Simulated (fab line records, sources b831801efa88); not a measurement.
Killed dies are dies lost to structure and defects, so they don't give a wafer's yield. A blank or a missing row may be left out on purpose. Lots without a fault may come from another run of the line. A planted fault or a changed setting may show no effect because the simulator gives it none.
fab line records | flow gf180mcu | part 1 of 2: steps 1 to 25 of 34
record lots=5 wafers=15 last_day=33
route steps=602 shown VT_IMPLANT@134 MVSD@136 NWELL@137 LVPWELL@138 MVPSD@139 DUAL_GATE@141 POLY_GATE@157
lots that met no fault: from a run of the same line without faults
start_h: hours from the record's first day to the start of the lot's first wafer shown | wait_h: hours since the lot's step before | " the same as in the row above | L1.1+2: a row that stands for several wafers | - no value, or no start given | * or withheld: withheld | < > ~ a bound
route shown NAME@n: a module of which the file shows steps, and the number in the route of the first | usual: mean/standard deviation of fault-free wafers | same: alike in all rows | chamber/n: place in a boat | sites: the reading at each site | _std_site: their standard deviation | _edge_site: outer sites' mean less inner sites' | radius_mm: how far each site lies from the wafer's centre | mask NAME#n: copy n | behind: the tool/chamber that last shaped the wafer | hold: why the lot was held/for how many hours/how that ended | device: the transistor (n, p or np) that didn't switch | end of line: the same wafers' tests at the end of the route | a step without rows: its recipe alone | killed: dies lost to structure and defects at the first sort, not the wafer's yield | map: a wafer's dies, x killed, . not, _ none there
set.NAME: the setting as run; set.NAME@STEP: as run at that earlier step | model.NAME: the simulator's own value behind a step, which no gauge read
lots at some steps of the route; a table a step, a row a wafer
services: from which hour (start_h, from the record's first day; less than 0 if before it) a tool's chamber was out of use, for how many hours, and why
## steps
# step GF_VT_IMPLANT_CLEAN_44
# recipe chemistry=SC1/SC2 mix=1:4:20 temp_c=70 time_s=150 dry=n2_spin
# usual temp_c=70.00/0.12
# columns lot.wafer tool chamber start_h wait_h temp_c
L075.2 wet_bench-01 1 166.06 0.0 70.01
L075.3 " 1 " " 69.98
L075.4 " 1 " " 70.03
L087.2 wet_bench-01 2 247.79 0.0 70.08
L087.5 " 2 " " 70.00
L087.6 " 2 " " 70.08
L088.2 wet_bench-03 1 250.53 0.0 70.27
L088.3 " 1 " " 70.05
L088.4 " 1 " " 69.89
L091.2 wet_bench-02 1 271.46 0.0 69.91
L091.3 " 1 " " 69.97
L091.4 " 1 " " 69.90
L093.1 wet_bench-01 1 282.14 0.1 70.05
L093.2 " 1 " " 69.86
L093.5 " 1 " " 70.01
# step GF_VT_IMPLANT_RTA_45
# recipe temp_c=1050 time_s=30 ambient=N2
# usual lamp_power_pct=33.3/2.4 wafer_temp_C_max=1055.5/1.2
# columns lot.wafer tool chamber start_h wait_h lamp_power_pct wafer_temp_C_max
L075.2 rtp_anneal-01 0 166.12 0.0 31.1 1057.3
L075.3 " 0 " " 31.0 1057.6
L075.4 " 0 " " 31.1 1055.6
L087.2 rtp_anneal-01 0 247.86 0.0 31.0 1053.7
L087.5 " 0 " " 31.1 1058.1
L087.6 " 0 " " 31.0 1054.4
L088.2 rtp_anneal-02 0 250.60 0.0 36.0 1053.8
L088.3 " 0 " " 36.1 1054.5
L088.4 " 0 " " 36.0 1054.9
L091.2 rtp_anneal-02 0 271.52 0.0 36.0 1054.0
L091.3 " 0 " " 36.0 1056.5
L091.4 " 0 " " 36.0 1056.8
L093.1 rtp_anneal-02 0 282.20 0.0 36.0 1053.9
L093.2 " 0 " " 36.0 1054.3
L093.5 " 0 " " 36.0 1055.1
# step GF_VT_IMPLANT_RS_MEAS_46
# recipe thk_meas_gauge=four-point-probe
# usual MVSD_RS=456.9/1.4
# columns lot.wafer tool chamber start_h wait_h MVSD_RS[ohm/sq]
L075.2 film_metro-04 - 166.23 0.1 457.2
L075.3 " - " " 458.2
L075.4 " - " " 457.1
L087.2 film_metro-03 - 247.96 0.1 457.2
L087.5 " - " " 456.7
L087.6 " - " " 458.5
L088.2 film_metro-03 - 250.70 0.1 457.8
L088.3 " - " " 458.0
L088.4 " - " " 458.1
L091.2 film_metro-02 - 271.63 0.1 456.9
L091.3 " - " " 458.1
L091.4 " - " " 455.5
L093.1 film_metro-03 - 282.30 0.1 459.2
L093.2 " - " " 459.2
L093.5 " - " " 458.8
# step GF_VT_IMPLANT_RS_MEAS_47
# recipe thk_meas_gauge=four-point-probe
# usual NWELL_RS=487.9/1.5
# columns lot.wafer tool chamber start_h wait_h NWELL_RS[ohm/sq]
L075.2 film_metro-04 - 166.35 0.1 490.1
L075.3 " - " " 489.7
L075.4 " - " " 488.2
L087.2 film_metro-03 - 248.08 0.1 490.1
L087.5 " - " " 491.1
L087.6 " - " " 489.8
L088.2 film_metro-03 - 250.82 0.1 492.1
L088.3 " - " " 489.2
L088.4 " - " " 490.0
L091.2 film_metro-02 - 271.75 0.1 487.4
L091.3 " - " " 486.7
L091.4 " - " " 487.5
L093.1 film_metro-03 - 282.42 0.1 489.3
L093.2 " - " " 487.5
L093.5 " - " " 487.5
# step GF_VT_IMPLANT_RS_MEAS_48
# recipe thk_meas_gauge=four-point-probe
# usual LVPWELL_RS=1197/3
# columns lot.wafer tool chamber start_h wait_h LVPWELL_RS[ohm/sq]
L075.2 film_metro-04 - 166.47 0.1 1199
L075.3 " - " " 1202
L075.4 " - " " 1199
L087.2 film_metro-03 - 248.20 0.1 1197
L087.5 " - " " 1199
L087.6 " - " " 1196
L088.2 film_metro-03 - 250.94 0.1 1200
L088.3 " - " " 1201
L088.4 " - " " 1197
L091.2 film_metro-02 - 271.87 0.1 1198
L091.3 " - " " 1196
L091.4 " - " " 1195
L093.1 film_metro-03 - 282.54 0.1 1199
L093.2 " - " " 1196
L093.5 " - " " 1198
# step GF_VT_IMPLANT_RS_MEAS_49
# recipe thk_meas_gauge=four-point-probe
# usual MVPSD_RS=1168/3.3
# columns lot.wafer tool chamber start_h wait_h MVPSD_RS[ohm/sq]
L075.2 film_metro-04 - 166.59 0.1 1168
L075.3 " - " " 1170
L075.4 " - " " 1168
L087.2 film_metro-03 - 248.32 0.1 1177
L087.5 " - " " 1176
L087.6 " - " " 1173
L088.2 film_metro-03 - 251.06 0.1 1172
L088.3 " - " " 1171
L088.4 " - " " 1175
L091.2 film_metro-02 - 271.99 0.1 1166
L091.3 " - " " 1166
L091.4 " - " " 1166
L093.1 film_metro-03 - 282.66 0.1 1173
L093.2 " - " " 1172
L093.5 " - " " 1172
# step GF_VT_IMPLANT_WET_ETCH_50
# recipe chemistry=dHF target_depth_nm=20 target=SiO2 temp_c=25 dilution=100:1 time_s=400
# usual temp_c=25.00/0.1
# columns lot.wafer tool chamber start_h wait_h temp_c
L075.2 wet_bench-02 3 166.69 0.1 25.11
L075.3 " 3 " " 24.98
L075.4 " 3 " " 25.07
L087.2 wet_bench-02 2 248.42 0.1 25.02
L087.5 " 2 " " 25.05
L087.6 " 2 " " 25.02
L088.2 wet_bench-03 3 251.16 0.1 24.99
L088.3 " 3 " " 24.94
L088.4 " 3 " " 25.03
L091.2 wet_bench-03 0 272.09 0.1 24.97
L091.3 " 0 " " 24.96
L091.4 " 0 " " 24.99
L093.1 wet_bench-03 1 282.78 0.1 24.95
L093.2 " 1 " " 24.94
L093.5 " 1 " " 24.77
# step GF_DUAL_GATE_CLEAN_00
# recipe chemistry=SC1/SC2 mix=1:4:20 temp_c=70 time_s=150
# usual temp_c=69.96/0.11
# columns lot.wafer tool chamber start_h wait_h temp_c
L075.2 wet_bench-03 3 166.81 0.0 70.18
L075.3 " 3 " " 69.99
L075.4 " 3 " " 70.10
L087.2 wet_bench-03 0 248.54 0.0 70.05
L087.5 " 0 " " 69.96
L087.6 " 0 " " 69.83
L088.2 wet_bench-01 3 251.28 0.0 70.05
L088.3 " 3 " " 69.89
L088.4 " 3 " " 69.98
L091.2 wet_bench-01 1 272.21 0.0 69.80
L091.3 " 1 " " 69.86
L091.4 " 1 " " 69.76
L093.1 wet_bench-01 3 282.89 0.0 69.94
L093.2 " 3 " " 69.88
L093.5 " 3 " " 70.07
# step GF_DUAL_GATE_CLEAN_01
# recipe chemistry=dHF time_s=20 dilution=100:1 dry=ipa_marangoni
# columns lot.wafer tool chamber start_h wait_h
L075.2+3+4 wet_bench-02 0 166.86 0.0
L087.2+5+6 wet_bench-02 2 248.59 0.0
L088.2+3+4 wet_bench-02 2 251.33 0.0
L091.2+3+4 wet_bench-02 2 272.26 0.0
L093.1+2+5 wet_bench-02 3 282.95 0.0
# step GF_DUAL_GATE_OXIDATION_02
# recipe temp_c=900 ambient=O2 stabilise_s=600 purge_s=300 target_thk_a=108.87 ox_time_s=1602
# usual spike_tc_centre_C=899.4/1.1
# columns lot.wafer tool chamber start_h wait_h spike_tc_centre_C
L075.2 furnace-02 0 167.35 0.5 899.4
L075.3 " 0 " " 901.7
L075.4 " 0 " " 898.8
L087.2 furnace-02 0 248.60 0.0 900.8
L087.5 " 0 " " 899.2
L087.6 " 0 " " 899.7
L088.2 furnace-01 0 251.51 0.2 899.1
L088.3 " 0 " " 899.5
L088.4 " 0 " " 896.9
L091.2 furnace-01 0 273.07 0.8 898.0
L091.3 " 0 " " 899.1
L091.4 " 0 " " 898.9
L093.1 furnace-02 0 282.97 0.0 901.1
L093.2 " 0 " " 899.0
L093.5 " 0 " " 898.8
# step GF_DUAL_GATE_THK_MEAS_03
# recipe reads=SiO2_of_DUAL_GATE_OXIDATION_02
# usual DUAL_GATE_OXIDATION_00_THK=10.98/0.25
# columns lot.wafer tool chamber start_h wait_h DUAL_GATE_OXIDATION_00_THK[nm]
L075.2 film_metro-04 - 168.80 0.0 10.51
L075.3 " - " " 10.39
L075.4 " - " " 10.62
L087.2 film_metro-04 - 250.06 0.0 11.21
L087.5 " - " " 11.19
L087.6 " - " " 11.07
L088.2 film_metro-01 - 252.97 0.0 10.92
L088.3 " - " " 11.01
L088.4 " - " " 11.04
L091.2 film_metro-03 - 274.52 0.0 11.02
L091.3 " - " " 10.98
L091.4 " - " " 11.07
L093.1 film_metro-01 - 284.41 0.0 11.06
L093.2 " - " " 11.09
L093.5 " - " " 11.09
# step GF_DUAL_GATE_DEHYDRATE_04
# recipe temp_c=200 time_s=60
# usual chill_plate_temp_C=23.03/0.11 resist_line_temp_C=23.01/0.094
# columns lot.wafer tool chamber start_h wait_h chill_plate_temp_C resist_line_temp_C
L075.2 litho_track-03 0 176.07 7.3 22.94 23.01
L075.3 " 0 " " 23.12 23.10
L075.4 " 0 " " 22.94 23.05
L087.2 litho_track-03 0 259.02 9.0 22.89 23.04
L087.5 " 0 " " 22.98 23.10
L087.6 " 0 " " 22.95 23.10
L088.2 litho_track-01 0 261.51 8.5 23.14 22.93
L088.3 " 0 " " 23.22 23.00
L088.4 " 0 " " 23.18 23.06
L091.2 litho_track-03 0 283.47 8.9 23.00 23.09
L091.3 " 0 " " 23.19 23.13
L091.4 " 0 " " 22.86 23.18
L093.1 litho_track-01 0 294.18 9.8 23.10 22.93
L093.2 " 0 " " 23.08 22.94
L093.5 " 0 " " 23.11 23.07
# step GF_DUAL_GATE_HMDS_05
# recipe prime_time_s=60 prime_temp_c=120
# usual chill_plate_temp_C=22.99/0.11 resist_line_temp_C=23.01/0.096
# same prime_time_s=60
# columns lot.wafer tool chamber start_h wait_h chill_plate_temp_C resist_line_temp_C
L075.2 litho_track-03 0 176.22 0.1 22.91 23.03
L075.3 " 0 " " 22.83 22.98
L075.4 " 0 " " 23.00 23.20
L087.2 litho_track-03 0 259.17 0.1 23.03 23.04
L087.5 " 0 " " 23.09 23.07
L087.6 " 0 " " 23.04 23.00
L088.2 litho_track-01 0 261.66 0.1 22.80 22.98
L088.3 " 0 " " 22.73 23.07
L088.4 " 0 " " 22.91 22.94
L091.2 litho_track-03 0 283.62 0.1 23.13 22.87
L091.3 " 0 " " 23.13 22.98
L091.4 " 0 " " 23.17 22.82
L093.1 litho_track-01 0 294.33 0.1 22.94 23.27
L093.2 " 0 " " 23.02 23.12
L093.5 " 0 " " 23.00 23.20
# step GF_DUAL_GATE_COAT_06
# recipe resist=NOVOLAK spin_rpm=3000 resist_thk_nm=1000
# usual chill_plate_temp_C=22.99/0.099 resist_line_temp_C=23.01/0.11
# columns lot.wafer tool chamber start_h wait_h chill_plate_temp_C resist_line_temp_C
L075.2 litho_track-03 0 176.37 0.1 22.90 23.03
L075.3 " 0 " " 23.03 22.96
L075.4 " 0 " " 22.98 23.04
L087.2 litho_track-03 0 259.32 0.1 22.94 23.02
L087.5 " 0 " " 22.96 23.05
L087.6 " 0 " " 23.00 22.99
L088.2 litho_track-01 0 261.81 0.1 22.97 23.03
L088.3 " 0 " " 22.86 23.19
L088.4 " 0 " " 22.96 22.96
L091.2 litho_track-03 0 283.77 0.1 22.92 23.17
L091.3 " 0 " " 23.10 23.25
L091.4 " 0 " " 23.08 22.94
L093.1 litho_track-01 0 294.48 0.1 23.22 23.02
L093.2 " 0 " " 23.11 23.16
L093.5 " 0 " " 23.08 23.07
# step GF_DUAL_GATE_SOFTBAKE_07
# recipe temp_c=90 time_s=60 resist=NOVOLAK
# usual chill_plate_temp_C=23.00/0.096 resist_line_temp_C=22.99/0.11
# columns lot.wafer tool chamber start_h wait_h chill_plate_temp_C resist_line_temp_C
L075.2 litho_track-03 0 176.52 0.1 23.10 22.90
L075.3 " 0 " " 22.99 22.89
L075.4 " 0 " " 22.99 22.79
L087.2 litho_track-03 0 259.47 0.1 22.96 22.88
L087.5 " 0 " " 23.06 22.89
L087.6 " 0 " " 23.01 23.01
L088.2 litho_track-01 0 261.96 0.1 23.05 23.10
L088.3 " 0 " " 23.15 23.03
L088.4 " 0 " " 22.93 23.03
L091.2 litho_track-03 0 283.92 0.1 22.96 22.84
L091.3 " 0 " " 23.07 22.88
L091.4 " 0 " " 22.89 22.86
L093.1 litho_track-01 0 294.63 0.1 23.07 22.78
L093.2 " 0 " " 23.00 22.96
L093.5 " 0 " " 23.14 22.94
# step GF_DUAL_GATE_EXPOSE_08
# recipe mask_id=Dualgate target_cd_nm=700 na=0.6 source_shape=conventional sigma_outer=0.6 dose_mj=140
# columns lot.wafer tool chamber start_h wait_h mask
L075.2+3+4 iline_stepper-01 0 - - Dualgate#0
L087.2+5+6 iline_stepper-02 0 - - Dualgate#0
L088.2+3+4 iline_stepper-02 0 - - Dualgate#0
L091.2+3+4 iline_stepper-01 0 - - Dualgate#0
L093.1+2+5 iline_stepper-01 0 - - Dualgate#0
# step GF_DUAL_GATE_PEB_09
# recipe temp_c=withheld time_s=* resist=NOVOLAK
# usual chill_plate_temp_C=* resist_line_temp_C=*
# columns lot.wafer tool chamber start_h wait_h chill_plate_temp_C resist_line_temp_C
L075.2 litho_track-03 0 - - * *
L075.3 " 0 " " * *
L075.4 " 0 " " * *
L087.2 litho_track-01 0 - - * *
L087.5 " 0 " " * *
L087.6 " 0 " " * *
L088.2 litho_track-01 0 - - * *
L088.3 " 0 " " * *
L088.4 " 0 " " * *
L091.2 litho_track-02 0 - - * *
L091.3 " 0 " " * *
L091.4 " 0 " " * *
L093.1 litho_track-02 0 - - * *
L093.2 " 0 " " * *
L093.5 " 0 " " * *
# step GF_DUAL_GATE_DEVELOP_10
# recipe develop_time_s=60 dev_temp_c=23
# usual chill_plate_temp_C=23.00/0.092 resist_line_temp_C=23.03/0.12
# columns lot.wafer tool chamber start_h wait_h chill_plate_temp_C resist_line_temp_C
L075.2 litho_track-03 0 184.47 0.1 23.06 23.07
L075.3 " 0 " " 23.11 22.99
L075.4 " 0 " " 23.09 23.07
L087.2 litho_track-01 0 269.01 0.1 22.88 22.80
L087.5 " 0 " " 22.91 22.91
L087.6 " 0 " " 23.08 22.73
L088.2 litho_track-01 0 271.01 0.1 22.98 23.06
L088.3 " 0 " " 22.95 22.99
L088.4 " 0 " " 23.01 23.07
L091.2 litho_track-02 0 293.81 0.1 23.07 23.04
L091.3 " 0 " " 23.06 22.92
L091.4 " 0 " " 23.12 23.00
L093.1 litho_track-02 0 304.49 0.1 23.07 22.91
L093.2 " 0 " " 23.00 22.98
L093.5 " 0 " " 23.05 23.11
# step GF_DUAL_GATE_OVL_MEAS_11
# usual DUAL_GATE_OVL=-0.5/1
# columns lot.wafer tool chamber start_h wait_h DUAL_GATE_OVL[nm]
L075.2 overlay-02 - 184.60 0.1 0.9
L075.3 " - " " -1.9
L075.4 " - " " 0.4
L087.2 overlay-01 - 269.14 0.1 -1.6
L087.5 " - " " -0.9
L087.6 " - " " 0.8
L088.2 overlay-01 - 271.14 0.1 -0.3
L088.3 " - " " -1.6
L088.4 " - " " -0.6
L091.2 overlay-02 - 293.94 0.1 0.6
L091.3 " - " " -0.9
L091.4 " - " " -0.3
L093.1 overlay-02 - 304.64 0.1 1.1
L093.2 " - " " 0.2
L093.5 " - " " -0.1
# step GF_DUAL_GATE_WET_ETCH_12
# recipe chemistry=dHF target_depth_nm=13 dry=n2_spin target=SiO2 temp_c=25 dilution=100:1 time_s=260
# usual temp_c=25.01/0.095
# columns lot.wafer tool chamber start_h wait_h temp_c
L075.2 wet_bench-03 1 184.63 0.0 25.06
L075.3 " 1 " " 24.99
L075.4 " 1 " " 25.14
L087.2 wet_bench-02 3 269.17 0.0 25.11
L087.5 " 3 " " 25.05
L087.6 " 3 " " 24.95
L088.2 wet_bench-02 0 271.17 0.0 24.91
L088.3 " 0 " " 24.92
L088.4 " 0 " " 24.92
L091.2 wet_bench-02 1 293.97 0.0 25.18
L091.3 " 1 " " 25.13
L091.4 " 1 " " 25.04
L093.1 wet_bench-03 1 304.67 0.0 25.10
L093.2 " 1 " " 25.01
L093.5 " 1 " " 25.15
# step GF_DUAL_GATE_STRIP_13
# recipe chemistry=O2/N2 power_w=1400 pressure_mtorr=1500 platen_temp_c=250 o2_flow_sccm=3000 n2_flow_sccm=300 overash_fraction=0.5
# usual drypump_motor_current_A=5.70/0.29 heater_power_w=331/47 oes_product_au=0.716/0.0043 strip_time_to_endpoint_s=12.64/0.032
# columns lot.wafer tool chamber start_h wait_h drypump_motor_current_A heater_power_w oes_product_au rf_hours_counter_h strip_time_to_endpoint_s
L075.2 plasma_asher-01 1 184.71 0.0 6.40 277 0.715 52 12.68
L075.3 " 1 " " 6.38 281 0.717 - 12.64
L075.4 " 0 " " 5.76 335 0.713 - 12.65
L087.2 plasma_asher-01 1 269.25 0.0 6.41 290 0.718 61 12.65
L087.5 " 1 " " 6.41 286 0.705 - 12.63
L087.6 " 0 " " 5.77 324 0.715 - 12.59
L088.2 plasma_asher-03 1 271.25 0.0 5.47 405 0.711 65 12.63
L088.3 " 0 " " 5.66 351 0.713 - 12.62
L088.4 " 1 " " 5.48 401 0.706 - 12.66
L091.2 plasma_asher-04 1 294.05 0.0 5.39 267 0.710 18 12.66
L091.3 " 1 " " 5.40 271 0.717 - 12.68
L091.4 " 0 " " 5.85 324 0.713 - 12.68
L093.1 plasma_asher-03 0 304.83 0.0 5.67 345 0.708 68 12.65
L093.2 " 1 " " 5.48 400 0.721 68 12.65
L093.5 " 1 " " 5.47 416 0.712 - 12.66
# step GF_DUAL_GATE_CLEAN_14
# recipe chemistry=SC1/SC2 mix=1:4:20 temp_c=70 time_s=150 dry=n2_spin
# usual temp_c=70.01/0.12
# columns lot.wafer tool chamber start_h wait_h temp_c
L075.2 wet_bench-02 2 184.81 0.1 70.03
L075.3 " 2 " " 70.12
L075.4 " 2 " " 70.12
L087.2 wet_bench-01 2 269.35 0.1 69.93
L087.5 " 2 " " 69.95
L087.6 " 2 " " 70.17
L088.2 wet_bench-03 2 271.35 0.1 70.08
L088.3 " 2 " " 70.00
L088.4 " 2 " " 70.07
L091.2 wet_bench-01 1 294.15 0.1 70.08
L091.3 " 1 " " 70.24
L091.4 " 1 " " 70.05
L093.1 wet_bench-02 1 304.93 0.1 69.83
L093.2 " 1 " " 69.82
L093.5 " 1 " " 69.80
# step GF_DUAL_GATE_OXIDATION_15
# recipe temp_c=850 ambient=O2 stabilise_s=600 purge_s=300 target_thk_a=70.98 ox_time_s=1995
# usual spike_tc_centre_C=849.4/1.2
# columns lot.wafer tool chamber start_h wait_h spike_tc_centre_C
L075.2 furnace-01 0 185.13 0.3 848.5
L075.3 " 0 " " 848.6
L075.4 " 0 " " 849.2
L087.2 furnace-02 0 269.40 0.0 850.9
L087.5 " 0 " " 849.6
L087.6 " 0 " " 849.3
L088.2 furnace-01 0 271.51 0.1 849.0
L088.3 " 0 " " 849.0
L088.4 " 0 " " 849.1
L091.2 furnace-01 0 294.76 0.5 848.3
L091.3 " 0 " " 847.7
L091.4 " 0 " " 847.9
L093.1 furnace-01 0 304.99 0.0 848.5
L093.2 " 0 " " 847.3
L093.5 " 0 " " 846.1
# step GF_POLY_GATE_CVD_00
# recipe material=poly-Si target_thk_nm=200 temp_c=620 time_s=1200 pressure_mtorr=200
# usual spike_tc_centre_C=620.5/1.1
# columns lot.wafer tool chamber start_h wait_h spike_tc_centre_C
L075.2 lpcvd-01 0 186.68 0.0 620.9
L075.3 " 0 " " 620.8
L075.4 " 0 " " 620.1
L087.2 lpcvd-02 1 270.95 0.0 620.8
L087.5 " 1 " " 620.0
L087.6 " 1 " " 620.9
L088.2 lpcvd-01 1 273.56 0.5 621.6
L088.3 " 1 " " 619.1
L088.4 " 1 " " 621.6
L091.2 lpcvd-02 0 296.31 0.0 620.4
L091.3 " 0 " " 619.7
L091.4 " 0 " " 619.2
L093.1 lpcvd-02 1 306.55 0.0 619.9
L093.2 " 1 " " 620.5
L093.5 " 1 " " 620.1
# step GF_POLY_GATE_THK_MEAS_01
# recipe reads=poly-Si_of_POLY_GATE_CVD_00
# usual POLY_GATE_CVD_00_THK=199.5/1.4
# columns lot.wafer tool chamber start_h wait_h POLY_GATE_CVD_00_THK[nm]
L075.2 film_metro-04 - 188.02 0.0 202.3
L075.3 " - " " 200.4
L075.4 " - " " 199.8
L087.2 film_metro-04 - 272.96 0.0 200.4
L087.5 " - " " 199.1
L087.6 " - " " 199.5
L088.2 film_metro-02 - 274.90 0.0 202.9
L088.3 " - " " 201.0
L088.4 " - " " 200.2
L091.2 film_metro-01 - 297.66 0.0 197.0
L091.3 " - " " 199.3
L091.4 " - " " 199.0
L093.1 film_metro-01 - 307.88 0.0 197.9
L093.2 " - " " 199.0
L093.5 " - " " 200.0
